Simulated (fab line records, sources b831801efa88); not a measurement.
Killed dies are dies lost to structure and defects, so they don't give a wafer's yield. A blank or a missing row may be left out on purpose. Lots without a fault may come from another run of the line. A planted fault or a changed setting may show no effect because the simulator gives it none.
A struck lot beside a sound one | flow sky130 | 14 steps out of a route of 708
Sound: wafers L450.1, L450.3, L450.4. Struck: wafer L455.2. (L455.1, L455.3 of the same lot were not struck and are left out.) The cause comes at the end.
At each step with rows: each side's tool, then ch and its chambers, then its first start. Under that, the readings that differ: sound wafers | struck wafers | difference of the means | sigmas: that difference in standard deviations of wafers without a fault.
alike: readings whose means differ by less than 2 such deviations, and words and numbers that are the same on both sides. not compared: withheld readings, readings that some wafer has no value for, bounds like >300 that may hide the same value, and numbers for which the record gives no deviation and whose values overlap.
The two part at a step that has a row with sigmas, a row that says differs or no value, or rows on one side only. Numbers that don't overlap but have no deviation are shown without sigmas and don't part them. A reading that every wafer of one side lacks parts them only if that side has two wafers or more.

first, 7 steps without rows for these wafers: SKY_METAL3_HMDS_06 (prime time 60 s); SKY_METAL3_COAT_07 (resist thk 60 nm); SKY_METAL3_COAT_08 (resist thk 1140 nm); SKY_METAL3_SOFTBAKE_09 (time 90 s); SKY_METAL3_EXPOSE_10 (exposes mask MM3, target cd 300 nm); SKY_METAL3_PEB_11; SKY_METAL3_DEVELOP_12 (develop time 60 s).
SKY_METAL3_CD_MEAS_13: target cd 300 nm.
  sound on cd_sem-02, day 40 02:25; struck on cd_sem-01, day 41 15:08
  reading    | sound             | struck | difference | sigmas
  cd_nm (nm) | 298.4 300.4 300.3 | 302.4  | +2.7       | +2
SKY_METAL3_OVL_MEAS_14:
  sound on overlay-02, day 40 02:32; struck on overlay-02, day 41 15:16
  alike: METAL3_OVL
SKY_METAL3_DESCUM_15: chemistry O2, time 8 s.
  sound on rie_metal-01 ch 0,1, day 40 02:35; struck on rie_metal-01 ch 1, day 41 15:17
  alike: drypump_motor_current_A, oes_product_au
  not compared: rf_hours_counter_h
SKY_METAL3_ETCH_16: etches BARC in N2/H2, stops on SiO2, time 88.2 s, target depth 60 nm.
  sound on rie_metal-01 ch 0,1, day 40 02:37; struck on rie_metal-01 ch 1, day 41 15:19
  alike: drypump_motor_current_A, oes_product_au, throttle_valve_pct
  not compared: rf_hours_counter_h
SKY_METAL3_ETCH_17: etches SiO2 in C4F8/O2/Ar, stops on TiN, time 3.9 s, target depth 15 nm.
  sound on rie_diel-02 ch 0,2,3, day 40 02:43; struck on rie_diel-04 ch 3, day 41 15:25
  alike: oes_product_au
  not compared: rf_hours_counter_h
SKY_METAL3_METAL_ETCH_18: etches the open film in Cl2/BCl3, stops on SiO2, target depth 845 nm, time 183.1 s.
  sound on rie_metal-02 ch 0,1, day 40 02:43; struck on rie_metal-02 ch 0, day 41 15:26
  reading                                       | sound                | struck  | difference | sigmas
  oes_product_au (a.u.)                         | 0.862 0.865 0.855    | 0.879   | +0.018     | +3
  over_etch_frac                                | 0.3 0.3 0.3          | 0.27375 | -0.02625   |
  throttle_valve_pct (%)                        | 22.278 22.273 22.272 | 22.252  | -0.022     | -2
  model.KrF-thick_of_METAL3_COAT_08.thk_nm (nm) | 535.9 533.8 522.9    | 543.7   | +12.8      |
  alike: drypump_motor_current_A
  not compared: rf_hours_counter_h
SKY_METAL3_STRIP_19: strips in O2/N2.
  sound on plasma_asher-04 ch 0,1, day 40 02:54; struck on plasma_asher-04 ch 1, day 41 15:37
  alike: drypump_motor_current_A, oes_product_au, strip_time_to_endpoint_s
  not compared: rf_hours_counter_h

WHERE THEY PART
First at SKY_METAL3_CD_MEAS_13; last, within this record, at SKY_METAL3_METAL_ETCH_18. Later steps at which nothing parts them and some readings are alike: SKY_METAL3_STRIP_19.

WHY: what the simulator had put in
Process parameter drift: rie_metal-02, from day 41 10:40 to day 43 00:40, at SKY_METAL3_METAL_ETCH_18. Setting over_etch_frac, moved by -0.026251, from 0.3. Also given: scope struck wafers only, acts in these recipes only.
